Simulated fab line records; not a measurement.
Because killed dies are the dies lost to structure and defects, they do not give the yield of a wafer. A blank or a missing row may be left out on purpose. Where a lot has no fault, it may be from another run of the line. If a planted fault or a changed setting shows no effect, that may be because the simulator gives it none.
Chamber matching ; flow sky130 ; SKY_LI_CONTACT_ETCH_15 on rieDiel-02 has 4 sister chambers
The step etches PSG in C4F8/O2/Ar, stops on Si, target depth 600 nm. 8 wafers are shown with their chamber, then 11 later ones without.

== WAFERS, EACH WITH ITS CHAMBER ==
wafer;chamber;oesProductAu (a.u.)
L177.4;0;0.833
L183.1;2;0.841
L183.2;3;0.832
L183.4;1;0.842
L181.2;1;0.831
L181.4;3;0.836
L181.5;2;0.835
L185.3;0;0.830

== WAFERS WITHOUT THEIR CHAMBER ==
wafer;oesProductAu (a.u.)
L185.4;0.838
L185.6;0.829
L186.1;0.838
L186.5;0.837
L186.6;0.830
L187.1;0.839
L187.2;0.840
L187.4;0.839
L188.1;0.835
L188.2;0.839
L188.3;0.841

== WHICH CHAMBER EACH ONE RAN IN ==
wafer;from the rows above;in truth
L185.4;can't be placed: 2 or 1 or 3 or 0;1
L185.6;can't be placed: 0 or 3 or 1 or 2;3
L186.1;can't be placed: 2 or 1 or 3 or 0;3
L186.5;can't be placed: 1 or 2 or 3 or 0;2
L186.6;can't be placed: 0 or 3 or 1 or 2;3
L187.1;can't be placed: 2 or 1 or 3 or 0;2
L187.2;can't be placed: 2 or 1 or 3 or 0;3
L187.4;can't be placed: 2 or 1 or 3 or 0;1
L188.1;can't be placed: 3 or 1 or 2 or 0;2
L188.2;can't be placed: 2 or 1 or 3 or 0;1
L188.3;can't be placed: 2 or 1 or 3 or 0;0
Placed correctly: 0 of 11. Can't be placed from these rows: 11 (the true chamber is among the candidates in 11). Number placed wrongly: 0.
How it was worked out, from the rows above alone: a wafer's distance from a chamber is the root of the sum, over the readings, of the square of ((its reading less the chamber's mean) divided by the reading's scatter). The wafer belongs to the nearest chamber; if the next one is less than 2 further off, it can't be placed. The mean given for a chamber averages the wafers shown for that chamber. How the scatter is found: for the shown wafers, subtract from each reading the mean of its chamber, square and add these, divide the total by (wafers less chambers), then take the root.
